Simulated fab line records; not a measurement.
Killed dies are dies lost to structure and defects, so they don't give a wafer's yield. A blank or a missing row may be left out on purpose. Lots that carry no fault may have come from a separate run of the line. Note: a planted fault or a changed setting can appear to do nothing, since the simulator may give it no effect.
Which of the tools did it? ; flow sky130 ; 14 lots, 42 wafers sampled, at 2 steps of a route of 708

== WHAT THE GAUGES READ, wafer by wafer ==
SKY_METAL2_RS_MEAS_05: measurement is done with a four-point probe. Usual: METAL2_ALCU_RS 0.1267 ohm/sq, standard deviation 0.0013.
lot;measured;on;METAL2_ALCU_RS (ohm/sq);flag
L959;day 34 01:39;filmMetro-02;0.1249 0.1271 0.1260;
L961;day 34 16:59;filmMetro-04;0.1291 0.1297 0.1286;
L964;day 35 19:31;filmMetro-01;0.1251 0.1264 0.1254;
L966;day 36 19:29;filmMetro-04;0.1292 0.1291 0.1296;
L968;day 37 08:50;filmMetro-04;0.1262 0.1262 0.1253;
L969;day 37 15:53;filmMetro-01;0.1269 0.1272 0.1278;
L970;day 37 22:59;filmMetro-01;0.1269 0.1277 0.1273;
L976;day 39 22:29;filmMetro-04;0.1264 0.1275 0.1268;
L975;day 40 00:44;filmMetro-02;0.1267 0.1270 0.1273;
L977;day 40 01:25;filmMetro-02;0.1286 0.1280 0.1283;
L978;day 40 03:05;filmMetro-04;0.1266 0.1279 0.1286;
L980;day 40 22:18;filmMetro-04;0.1278 0.1280 0.1284;
L981;day 40 22:39;filmMetro-02;0.1260 0.1260 0.1257;
L982;day 41 05:37;filmMetro-01;0.1256 0.1256 0.1254;

SKY_METAL2_OVL_MEAS_16. Usual: METAL2_OVL 1 nm, standard deviation 4.6.
lot;measured;on;METAL2_OVL (nm);flag
L959;day 35 04:02;overlay-01;-2 -4 -5;
L961;day 35 19:50;overlay-01;2 0 6;
L964;day 36 21:34;overlay-01;2 2 1;
L966;day 37 21:40;overlay-02;1 0 0;
L968;day 38 09:52;overlay-02;2 2 0;
L969;day 38 17:38;overlay-01;3 3 8;
L970;day 39 00:52;overlay-02;2 -2 1;
L976;day 40 23:16;overlay-02;-3 -7 -8;
L975;day 41 01:17;overlay-02;2 3 2;
L977;day 41 01:59;overlay-01;2 0 3;
L978;day 41 04:10;overlay-01;6 11 4;
L980;day 41 22:50;overlay-02;7 -3 0;
L981;day 41 23:19;overlay-02;1 0 6;
L982;day 42 06:31;overlay-02;6 9 12;

== WHICH TOOL RAN EACH LOT (tool, then ch and the chambers of the sampled wafers, then the start) ==
The record shows no process step preceding these readings.

== AS READ BY THE TOOLS THEMSELVES (means over the sampled wafers that have a number; for cases with no such wafer, the mark the record gives instead) ==
The record holds no such reading with a usual standard deviation.

== THE ANSWER, worked out from the rows above alone ==
Rule: take the mean of a lot's wafers that have a number; if it is more than 3 standard deviations from the usual mean, the lot is off. Also off: a lot with no number at a reading for which 4 or more lots have one. The other lots that the step has rows for count as sound. After the gauges, taken in route order, come the tools' own readings; for these a lot's mean is taken, as printed above. At the first step where some lot is off, the reading lying furthest off is the one used; lots without a number count as furthest.
No lot is off on any of the readings shown, so nothing can be concluded from this.

== WHAT THE SIMULATOR HAD INSERTED ==
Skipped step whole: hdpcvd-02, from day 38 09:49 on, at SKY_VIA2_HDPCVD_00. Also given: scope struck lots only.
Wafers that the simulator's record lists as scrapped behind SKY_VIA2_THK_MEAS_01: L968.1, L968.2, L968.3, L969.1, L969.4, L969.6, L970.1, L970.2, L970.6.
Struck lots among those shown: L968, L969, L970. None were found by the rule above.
